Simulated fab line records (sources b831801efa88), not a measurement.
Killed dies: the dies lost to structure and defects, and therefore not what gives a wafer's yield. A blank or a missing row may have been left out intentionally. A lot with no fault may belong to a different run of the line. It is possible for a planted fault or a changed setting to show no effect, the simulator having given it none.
fab line records	flow sky130
[record] lots = 24	wafers = 72	lastDay = 50
route steps=708 shown LI_CONTACT@383 CONTACT@407 METAL1@449 VIA1@470
lots that met no fault: from a run of the same line without faults
startH: hours from the record's opening day to when the first of the lot's shown wafers began	waitH: time in hours since the lot's previous step	" the same as in the row above	L1.1+2: a row that stands for several wafers	- value missing, or start not given	* or withheld: withheld	< > ~ a bound
route shown NAME@n: names a module that has steps shown in the file, with the first one's number in the route	usual: the fault-free wafers' mean and standard deviation	same: alike in all rows	chamber/n: place in a boat	sites: the reading at each site	_std_site: the standard deviation of these	_edge_site: mean of outer sites minus mean of inner sites	radiusMm: how far each site lies from the wafer's centre	mask NAME#n: copy n	behind: the last tool/chamber to shape the wafer	hold: what put the lot on hold/how long, in hours/how the hold closed	device: which transistor (n, p or np) failed to switch	end of line: tests run on the same wafers once the route is complete	a step given without rows: its recipe and nothing more	killed: dies that structure and defects cost at the first sort, which is not the same as the wafer's yield	map: a wafer's dies, marking killed ones x, the rest . and places with no die _
set.NAME: the setting as run; set.NAME@STEP: as run at that earlier step	model.NAME: the simulator's own value behind a step, which no gauge read
route steps across a sampled set of lots; one table per step, one row per wafer
services: a tool's chamber out of use, with start hour (startH, from the record's first day; less than 0 if before it), hours out, and reason
[[steps]]
[step SKY_LI_CONTACT_CVD_21]
[recipe] material = W	targetThkNm = 400	timeS = 120.56	tempC = 400	pressureTorr = 40
[usual] heaterPowerW = 815/78
[same] timeS = 120.56
lot.wafer	tool	chamber	startH	waitH	heaterPowerW
L074.2	cvdW-02	1	678.37	0.0	815
L074.3	"	1	"	"	821
L074.4	"	0	"	"	801
L075.1	cvdW-01	0	688.54	0.0	694
L075.4	"	0	"	"	700
L075.5	"	1	"	"	956
L076.2	cvdW-02	1	692.50	0.0	808
L076.3	"	0	"	"	793
L076.6	"	0	"	"	789
L077.1	cvdW-01	0	702.98	0.0	702
L077.4	"	1	"	"	984
L077.5	"	0	"	"	690
L078.1	cvdW-02	1	705.15	0.0	828
L078.4	"	0	"	"	794
L078.6	"	0	"	"	799
L079.2	cvdW-01	1	712.73	0.0	952
L079.4	"	1	"	"	963
L079.6	"	0	"	"	690
L080.3	cvdW-02	0	723.29	0.1	783
L080.5	"	0	"	"	788
L080.6	"	1	"	"	839
L081.1	cvdW-01	0	728.83	0.0	701
L081.3	"	1	"	"	967
L081.5	"	1	"	"	942
L082.1	cvdW-02	0	734.76	0.0	797
L082.3	"	1	"	"	831
L082.6	"	0	"	"	780
L083.1	cvdW-02	0	746.50	0.0	786
L083.2	"	1	"	"	843
L083.6	"	1	"	"	811
L084.1	cvdW-02	0	757.58	0.0	816
L084.3	"	1	"	"	829
L084.6	"	0	"	"	797
L085.1	cvdW-01	1	762.90	0.0	937
L085.4	"	1	"	"	946
L085.6	"	0	"	"	683
L086.1	cvdW-02	0	776.18	0.0	811
L086.3	"	0	"	"	791
L086.6	"	1	"	"	836
L087.1	cvdW-01	1	783.63	0.0	952
L087.2	"	0	"	"	689
L087.5	"	1	"	"	987
L088.2	cvdW-01	1	788.55	0.0	955
L088.5	"	0	"	"	701
L088.6	"	1	"	"	952
L091.1	cvdW-02	0	804.54	0.0	799
L091.2	"	1	"	"	825
L091.5	"	1	"	"	834
L090.1	cvdW-01	0	805.05	0.0	696
L090.2	"	1	"	"	962
L090.5	"	1	"	"	950
L089.2	cvdW-02	0	806.40	0.0	787
L089.4	"	0	"	"	793
L089.6	"	0	"	"	790
L092.1	cvdW-02	0	836.40	0.0	799
L092.3	"	0	"	"	777
L092.6	"	1	"	"	842
L093.1	cvdW-02	1	836.83	0.0	815
L093.3	"	1	"	"	815
L093.4	"	0	"	"	778
L094.3	cvdW-02	1	837.49	0.1	816
L094.4	"	0	"	"	781
L094.6	"	1	"	"	820
L095.4	cvdW-02	0	838.14	0.1	793
L095.5	"	0	"	"	808
L095.6	"	1	"	"	841
L096.1	cvdW-02	1	838.76	0.0	825
L096.2	"	0	"	"	785
L096.3	"	1	"	"	826
L097.3	cvdW-02	0	847.54	0.1	797
L097.5	"	1	"	"	849
L097.6	"	0	"	"	787
[step SKY_CONTACT_THK_MEAS_01]
[recipe] reads = Si3N4_of_CONTACT_CVD_00
[usual] CONTACT_CVD_00_THK = 75.2/1.2
lot.wafer	tool	chamber	startH	waitH	CONTACT_CVD_00_THK[nm]
L074.2	filmMetro-04	-	708.19	-	72.9
L074.3	"	-	"	"	74.9
L074.4	"	-	"	"	75.0
L075.1	filmMetro-02	-	718.04	-	74.8
L075.4	"	-	"	"	75.8
L075.5	"	-	"	"	75.3
L076.2	filmMetro-01	-	722.58	-	75.0
L076.3	"	-	"	"	76.0
L076.6	"	-	"	"	76.3
L077.1	filmMetro-04	-	732.53	-	74.1
L077.4	"	-	"	"	75.6
L077.5	"	-	"	"	76.2
L078.1	filmMetro-04	-	734.85	-	74.3
L078.4	"	-	"	"	76.0
L078.6	"	-	"	"	75.9
L079.2	filmMetro-02	-	742.19	-	75.7
L079.4	"	-	"	"	74.9
L079.6	"	-	"	"	74.4
L080.3	filmMetro-01	-	751.35	-	76.0
L080.5	"	-	"	"	77.6
L080.6	"	-	"	"	77.3
L081.1	filmMetro-01	-	758.24	-	73.0
L081.3	"	-	"	"	72.8
L081.5	"	-	"	"	75.0
L082.1	filmMetro-01	-	763.55	-	76.4
L082.3	"	-	"	"	75.3
L082.6	"	-	"	"	76.4
L083.1	filmMetro-01	-	774.89	-	75.1
L083.2	"	-	"	"	75.4
L083.6	"	-	"	"	75.4
L084.1	filmMetro-01	-	785.07	-	74.7
L084.3	"	-	"	"	73.6
L084.6	"	-	"	"	75.6
L085.1	filmMetro-01	-	791.08	-	75.4
L085.4	"	-	"	"	77.2
L085.6	"	-	"	"	77.0
L086.1	filmMetro-01	-	804.62	-	73.4
L086.3	"	-	"	"	73.9
L086.6	"	-	"	"	74.9
L087.1	filmMetro-04	-	810.66	-	75.6
L087.2	"	-	"	"	74.7
L087.5	"	-	"	"	77.6
L088.2	filmMetro-01	-	816.07	-	73.8
L088.5	"	-	"	"	74.1
L088.6	"	-	"	"	75.7
L091.1	filmMetro-02	-	833.31	-	73.4
L091.2	"	-	"	"	76.2
L091.5	"	-	"	"	76.3
L090.1	filmMetro-01	-	833.38	-	74.8
L090.2	"	-	"	"	73.8
L090.5	"	-	"	"	75.2
L089.2	filmMetro-02	-	835.12	-	76.1
L089.4	"	-	"	"	75.6
L089.6	"	-	"	"	76.5
L092.1	filmMetro-02	-	864.54	-	73.1
L092.3	"	-	"	"	74.9
L092.6	"	-	"	"	74.6
L093.1	filmMetro-04	-	864.91	-	76.1
L093.3	"	-	"	"	76.8
L093.4	"	-	"	"	77.4
L094.3	filmMetro-04	-	865.70	-	72.1
L094.4	"	-	"	"	76.2
L094.6	"	-	"	"	76.9
L095.4	filmMetro-01	-	866.09	-	75.0
L095.5	"	-	"	"	76.1
L095.6	"	-	"	"	74.8
L096.1	filmMetro-02	-	866.95	-	75.6
L096.2	"	-	"	"	75.5
L096.3	"	-	"	"	76.6
L097.3	filmMetro-04	-	875.51	-	75.8
L097.5	"	-	"	"	76.6
L097.6	"	-	"	"	72.9
[step SKY_METAL1_CD_MEAS_15]
[recipe] targetCdNm = 140
[usual] cdNm = 139.1/1.6
lot.wafer	tool	chamber	startH	waitH	cdNm
L074.2	cdSem-01	-	766.05	-	140.3
L074.3	"	-	"	"	140.5
L074.4	"	-	"	"	139.9
L075.1	cdSem-01	-	774.08	-	140.9
L075.4	"	-	"	"	141.5
L075.5	"	-	"	"	140.6
L076.2	cdSem-02	-	779.19	-	135.0
L076.3	"	-	"	"	134.5
L076.6	"	-	"	"	137.6
L077.1	cdSem-02	-	788.08	-	140.4
L077.4	"	-	"	"	139.4
L077.5	"	-	"	"	138.6
L078.1	cdSem-02	-	790.53	-	140.4
L078.4	"	-	"	"	140.0
L078.6	"	-	"	"	138.6
L079.2	cdSem-02	-	797.17	-	139.0
L079.4	"	-	"	"	139.8
L079.6	"	-	"	"	139.3
L080.3	cdSem-01	-	806.06	-	137.7
L080.5	"	-	"	"	136.2
L080.6	"	-	"	"	138.8
L081.1	cdSem-02	-	812.32	-	141.1
L081.3	"	-	"	"	140.1
L081.5	"	-	"	"	140.2
L082.1	cdSem-02	-	819.32	-	140.7
L082.3	"	-	"	"	138.4
L082.6	"	-	"	"	139.9
L083.1	cdSem-01	-	829.73	-	141.5
L083.2	"	-	"	"	140.9
L083.6	"	-	"	"	140.8
L084.1	cdSem-02	-	839.27	-	141.1
L084.3	"	-	"	"	140.1
L084.6	"	-	"	"	140.5
L085.1	cdSem-02	-	846.42	-	136.6
L085.4	"	-	"	"	137.6
L085.6	"	-	"	"	135.9
L086.1	cdSem-01	-	859.62	-	137.6
L086.3	"	-	"	"	136.3
L086.6	"	-	"	"	137.9
L087.1	cdSem-01	-	866.02	-	139.4
L087.2	"	-	"	"	140.0
L087.5	"	-	"	"	138.3
L088.2	cdSem-02	-	870.64	-	140.0
L088.5	"	-	"	"	138.1
L088.6	"	-	"	"	139.5
L091.1	cdSem-02	-	888.92	-	141.3
L091.2	"	-	"	"	141.2
L091.5	"	-	"	"	139.1
L090.1	cdSem-01	-	889.28	-	139.7
L090.2	"	-	"	"	138.1
L090.5	"	-	"	"	137.4
L089.2	cdSem-02	-	890.54	-	139.0
L089.4	"	-	"	"	139.9
L089.6	"	-	"	"	138.2
L092.1	cdSem-01	-	918.28	-	140.4
L092.3	"	-	"	"	142.1
L092.6	"	-	"	"	141.3
L093.1	cdSem-01	-	919.58	-	139.0
L093.3	"	-	"	"	139.3
L093.4	"	-	"	"	140.2
L094.3	cdSem-02	-	920.57	-	137.9
L094.4	"	-	"	"	137.3
L094.6	"	-	"	"	137.0
L095.4	cdSem-02	-	920.99	-	139.8
L095.5	"	-	"	"	141.9
L095.6	"	-	"	"	140.5
L096.1	cdSem-01	-	921.48	-	137.0
L096.2	"	-	"	"	139.6
L096.3	"	-	"	"	138.6
L097.3	cdSem-02	-	928.57	-	138.0
L097.5	"	-	"	"	138.5
L097.6	"	-	"	"	137.8
[step SKY_METAL1_DESCUM_17]
[recipe] chemistry = O2	sourcePowerW = 150	biasPowerW = 0	pressureMtorr = 10	tempC = 40	timeS = 8
[usual] chamberPressureMTorr = 10.000/0.0085	drypumpMotorCurrentA = 5.8/0.38	oesProductAu = 1.000/0.019
[same] timeS = 8
lot.wafer	tool	chamber	startH	waitH	chamberPressureMTorr	drypumpMotorCurrentA	oesProductAu	rfHoursCounterH
L074.2	rieMetal-04	1	766.19	0.0	10.010	6.1	0.996	3
L074.3	"	0	"	"	10.004	5.5	0.975	-
L074.4	"	1	"	"	9.999	6.0	0.998	-
L075.1	rieMetal-02	0	774.24	0.0	10.000	5.2	1.010	14
L075.4	"	0	"	"	10.007	5.3	1.014	-
L075.5	"	1	"	"	10.000	6.2	1.018	-
L076.2	rieMetal-04	1	779.32	0.0	10.023	6.1	0.988	4
L076.3	"	1	"	"	9.989	6.1	0.987	-
L076.6	"	0	"	"	9.985	5.6	0.962	-
L077.1	rieMetal-04	0	788.24	0.0	10.009	5.5	0.978	11
L077.4	"	1	"	"	9.999	6.0	0.989	-
L077.5	"	0	"	"	10.004	5.5	0.971	-
L078.1	rieMetal-04	1	790.69	0.0	9.997	6.0	0.989	4
L078.4	"	0	"	"	10.000	5.6	0.983	-
L078.6	"	0	"	"	10.002	5.6	0.962	-
L079.2	rieMetal-02	0	797.30	0.0	10.008	5.2	0.999	15
L079.4	"	1	"	"	9.989	6.3	1.017	-
L079.6	"	1	"	"	9.991	6.2	1.020	-
L080.3	rieMetal-03	1	806.18	0.0	10.012	5.8	1.017	-
L080.5	"	1	"	"	9.992	5.8	1.007	-
L080.6	"	0	"	"	10.003	5.6	0.980	-
L081.1	rieMetal-02	1	812.47	0.0	10.006	6.3	1.024	12
L081.3	"	1	"	"	9.998	6.2	1.014	-
L081.5	"	1	"	"	10.013	6.3	1.025	-
L082.1	rieMetal-02	1	819.47	0.0	10.004	6.3	1.014	12
L082.3	"	1	"	"	10.002	6.3	1.038	-
L082.6	"	1	"	"	9.999	6.3	1.028	-
L083.1	rieMetal-02	1	829.89	0.0	10.016	6.3	1.031	13
L083.2	"	0	"	"	10.001	5.3	1.001	0
L083.6	"	0	"	"	9.987	5.2	1.000	-
L084.1	rieMetal-04	0	839.42	0.0	10.003	5.6	0.980	14
L084.3	"	0	"	"	10.008	5.5	0.983	-
L084.6	"	1	"	"	9.991	6.0	0.982	-
L085.1	rieMetal-03	1	846.57	0.0	9.984	5.8	1.005	14
L085.4	"	1	"	"	10.002	5.8	1.008	-
L085.6	"	1	"	"	9.995	5.8	1.006	-
L086.1	rieMetal-02	1	859.77	0.0	10.002	6.3	1.027	14
L086.3	"	1	"	"	10.013	6.3	1.031	-
L086.6	"	0	"	"	9.998	5.2	0.993	-
L087.1	rieMetal-03	0	866.17	0.0	10.006	5.7	0.988	12
L087.2	"	1	"	"	10.002	5.8	1.015	15
L087.5	"	0	"	"	9.985	5.7	1.000	-
L088.2	rieMetal-02	1	870.77	0.0	9.999	6.3	1.025	15
L088.5	"	0	"	"	9.993	5.2	0.985	-
L088.6	"	1	"	"	9.998	6.3	1.036	-
L091.1	rieMetal-02	1	889.07	0.0	10.011	6.3	1.032	16
L091.2	"	0	"	"	10.003	5.2	0.991	3
L091.5	"	0	"	"	9.994	5.2	0.994	-
L090.1	rieMetal-04	1	889.44	0.0	10.000	6.0	1.004	9
L090.2	"	0	"	"	9.982	5.5	0.977	16
L090.5	"	0	"	"	10.003	5.6	0.984	-
L089.2	rieMetal-02	1	890.67	0.0	10.008	6.3	1.028	16
L089.4	"	1	"	"	9.994	6.2	1.019	-
L089.6	"	0	"	"	10.001	5.3	0.998	-
L092.1	rieMetal-04	1	918.44	0.0	10.007	6.0	1.003	10
L092.3	"	0	"	"	10.012	5.6	0.977	-
L092.6	"	0	"	"	10.009	5.6	0.975	-
L093.1	rieMetal-02	0	919.74	0.0	9.994	5.3	0.986	4
L093.3	"	0	"	"	10.002	5.3	0.988	-
L093.4	"	1	"	"	9.998	6.3	1.027	-
L094.3	rieMetal-04	0	920.70	0.0	9.995	5.5	0.982	-
L094.4	"	1	"	"	9.999	6.0	0.993	-
L094.6	"	1	"	"	10.013	6.0	0.994	-
L095.4	rieMetal-03	0	921.10	0.0	10.002	5.7	0.980	-
L095.5	"	1	"	"	9.998	5.8	0.991	-
L095.6	"	0	"	"	9.996	5.7	0.979	-
L096.1	rieMetal-02	0	921.64	0.0	9.990	5.3	0.997	4
L096.2	"	1	"	"	9.995	6.2	1.029	17
L096.3	"	1	"	"	10.009	6.2	1.021	-
L097.3	rieMetal-02	1	928.70	0.0	10.001	6.2	1.023	-
L097.5	"	1	"	"	9.983	6.3	1.014	-
L097.6	"	0	"	"	9.997	5.2	1.001	-
[step SKY_VIA1_CD_MEAS_12]
[recipe] targetCdNm = 150
[usual] cdNm = 150.1/1.7
lot.wafer	tool	chamber	startH	waitH	cdNm
L074.2	cdSem-02	-	793.85	-	147.2
L074.3	"	-	"	"	148.7
L074.4	"	-	"	"	149.7
L075.1	cdSem-02	-	802.53	-	150.4
L075.4	"	-	"	"	151.9
L075.5	"	-	"	"	151.1
L076.2	cdSem-02	-	807.30	-	151.1
L076.3	"	-	"	"	152.1
L076.6	"	-	"	"	151.6
L077.1	cdSem-02	-	816.16	-	151.2
L077.4	"	-	"	"	149.9
L077.5	"	-	"	"	152.4
L078.1	cdSem-02	-	817.93	-	152.4
L078.4	"	-	"	"	152.2
L078.6	"	-	"	"	153.1
L079.2	cdSem-02	-	824.94	-	151.9
L079.4	"	-	"	"	148.2
L079.6	"	-	"	"	149.7
L080.3	cdSem-01	-	834.85	-	151.8
L080.5	"	-	"	"	152.2
L080.6	"	-	"	"	151.6
L081.1	cdSem-02	-	840.31	-	151.3
L081.3	"	-	"	"	150.8
L081.5	"	-	"	"	150.8
L082.1	cdSem-02	-	847.92	-	150.0
L082.3	"	-	"	"	151.6
L082.6	"	-	"	"	152.4
L083.1	cdSem-01	-	857.36	-	152.9
L083.2	"	-	"	"	155.1
L083.6	"	-	"	"	151.3
L084.1	cdSem-02	-	867.02	-	147.6
L084.3	"	-	"	"	147.4
L084.6	"	-	"	"	147.2
L085.1	cdSem-02	-	874.47	-	148.4
L085.4	"	-	"	"	148.3
L085.6	"	-	"	"	147.4
L086.1	cdSem-01	-	886.53	-	148.7
L086.3	"	-	"	"	148.5
L086.6	"	-	"	"	147.8
L087.1	cdSem-01	-	893.83	-	147.3
L087.2	"	-	"	"	149.3
L087.5	"	-	"	"	148.6
L088.2	cdSem-01	-	897.89	-	148.4
L088.5	"	-	"	"	149.8
L088.6	"	-	"	"	148.8
L091.1	cdSem-02	-	916.23	-	150.9
L091.2	"	-	"	"	150.1
L091.5	"	-	"	"	149.5
L090.1	cdSem-01	-	916.46	-	149.3
L090.2	"	-	"	"	148.2
L090.5	"	-	"	"	148.7
L089.2	cdSem-02	-	917.74	-	150.1
L089.4	"	-	"	"	149.8
L089.6	"	-	"	"	150.1
L092.1	cdSem-02	-	944.37	-	149.6
L092.3	"	-	"	"	151.2
L092.6	"	-	"	"	151.0
L093.1	cdSem-01	-	945.83	-	148.4
L093.3	"	-	"	"	147.8
L093.4	"	-	"	"	149.7
L094.3	cdSem-01	-	946.80	-	150.0
L094.4	"	-	"	"	149.5
L094.6	"	-	"	"	149.8
L095.4	cdSem-01	-	947.34	-	147.8
L095.5	"	-	"	"	146.6
L095.6	"	-	"	"	147.1
L096.1	cdSem-01	-	948.73	-	149.6
L096.2	"	-	"	"	148.2
L096.3	"	-	"	"	149.5
L097.3	cdSem-02	-	954.01	-	151.5
L097.5	"	-	"	"	152.3
L097.6	"	-	"	"	152.1
[step SKY_VIA1_SPUTTER_20]
[recipe] material = TiN	targetThkNm = 20	chamberPressurePa = 5	powerW = 4000	timeS = 80
[usual] chamberPressurePa = 5.001/0.0088	throttleValvePct = 29.8/1.1
[same] timeS = 80
lot.wafer	tool	chamber	startH	waitH	chamberPressurePa	throttleValvePct
L074.2	pvdSputter-02	-	794.78	0.0	5.015	28.3
L074.3	"	-	"	"	5.018	30.8
L074.4	"	-	"	"	4.996	29.2
L075.1	pvdSputter-04	-	803.88	0.0	4.991	29.2
L075.4	"	-	"	"	4.995	28.9
L075.5	"	-	"	"	4.990	30.9
L076.2	pvdSputter-04	-	808.12	0.0	5.007	29.2
L076.3	"	-	"	"	5.013	31.0
L076.6	"	-	"	"	4.994	28.7
L077.1	pvdSputter-01	-	817.00	0.0	5.002	31.5
L077.4	"	-	"	"	5.005	30.4
L077.5	"	-	"	"	5.010	30.5
L078.1	pvdSputter-02	-	818.77	0.0	5.016	28.7
L078.4	"	-	"	"	5.004	30.8
L078.6	"	-	"	"	5.008	28.9
L079.2	pvdSputter-02	-	825.79	0.0	4.982	30.9
L079.4	"	-	"	"	4.993	29.2
L079.6	"	-	"	"	4.998	28.5
L080.3	pvdSputter-04	-	835.68	0.0	5.008	31.1
L080.5	"	-	"	"	5.017	30.8
L080.6	"	-	"	"	4.987	31.0
L081.1	pvdSputter-04	-	841.19	0.0	5.002	29.2
L081.3	"	-	"	"	5.002	31.2
L081.5	"	-	"	"	5.000	31.3
L082.1	pvdSputter-01	-	848.80	0.0	5.007	30.6
L082.3	"	-	"	"	4.990	31.6
L082.6	"	-	"	"	5.010	29.6
L083.1	pvdSputter-02	-	858.29	0.0	4.998	30.6
L083.2	"	-	"	"	5.006	29.2
L083.6	"	-	"	"	4.990	30.9
L084.1	pvdSputter-02	-	867.86	0.0	4.990	29.2
L084.3	"	-	"	"	4.999	28.7
L084.6	"	-	"	"	4.999	30.8
L085.1	pvdSputter-04	-	875.30	0.0	4.986	29.1
L085.4	"	-	"	"	5.002	31.0
L085.6	"	-	"	"	5.001	31.1
L086.1	pvdSputter-01	-	887.45	0.0	4.986	31.4
L086.3	"	-	"	"	4.976	27.9
L086.6	"	-	"	"	5.005	30.4
L087.1	pvdSputter-04	-	894.67	0.0	5.000	31.0
L087.2	"	-	"	"	5.007	29.2
L087.5	"	-	"	"	5.005	31.4
L088.2	pvdSputter-02	-	898.71	0.0	4.998	28.5
L088.5	"	-	"	"	5.013	30.7
L088.6	"	-	"	"	5.004	28.7
L091.1	pvdSputter-01	-	917.07	0.0	5.005	31.8
L091.2	"	-	"	"	5.007	29.7
L091.5	"	-	"	"	5.011	27.9
L090.1	pvdSputter-04	-	917.33	0.0	5.009	31.1
L090.2	"	-	"	"	4.982	29.0
L090.5	"	-	"	"	5.014	28.8
L089.2	pvdSputter-04	-	918.55	0.0	4.992	28.9
L089.4	"	-	"	"	4.999	31.1
L089.6	"	-	"	"	4.991	29.1
L092.1	pvdSputter-04	-	945.29	0.0	5.011	30.8
L092.3	"	-	"	"	4.985	29.1
L092.6	"	-	"	"	5.000	29.1
L093.1	pvdSputter-02	-	946.73	0.0	5.003	30.9
L093.3	"	-	"	"	5.002	28.5
L093.4	"	-	"	"	5.003	28.7
L094.3	pvdSputter-02	-	947.66	0.0	5.009	28.7
L094.4	"	-	"	"	5.003	29.1
L094.6	"	-	"	"	5.003	30.8
L095.4	pvdSputter-01	-	948.18	0.0	5.010	27.8
L095.5	"	-	"	"	4.995	29.5
L095.6	"	-	"	"	4.998	28.2
L096.1	pvdSputter-01	-	950.06	0.0	5.004	28.0
L096.2	"	-	"	"	5.008	31.4
L096.3	"	-	"	"	5.012	29.8
L097.3	pvdSputter-02	-	954.95	0.0	5.010	28.3
L097.5	"	-	"	"	4.998	30.8
L097.6	"	-	"	"	4.996	29.3
[[services]]
tool	chamber	startH	hours	kind
pvdSputter-01	-	656.18	1.4	repair
pvdSputter-02	-	668.88	2.0	repair
cvdW-01	-	673.71	0.5	repair
cvdW-01	-	682.94	0.8	repair
cvdW-02	0	695.81	3.3	repair
cvdW-02	-	713.09	6.9	pm
rieMetal-03	-	738.46	0.6	repair
rieMetal-04	1	749.09	8.8	repair
rieMetal-03	-	770.61	0.8	repair
cvdW-02	-	780.08	1.3	repair
cvdW-01	0	790.22	4.2	repair
rieMetal-03	1	792.09	3.0	repair
pvdSputter-01	-	795.88	20.8	repair
cvdW-01	1	826.42	79.5	repair
cvdW-01	-	831.00	28.1	pm
pvdSputter-04	-	857.41	3.3	repair
cvdW-01	0	887.15	1.5	repair
rieMetal-04	-	888.36	0.8	repair
rieMetal-03	1	900.15	13.4	repair
cvdW-02	-	904.00	14.0	pm
cvdW-02	0	904.00	14.0	ventCycle
cvdW-02	1	904.00	14.0	ventCycle
rieMetal-03	0	909.25	1.6	repair
pvdSputter-04	-	937.91	3.2	repair
[[key]]
fault none
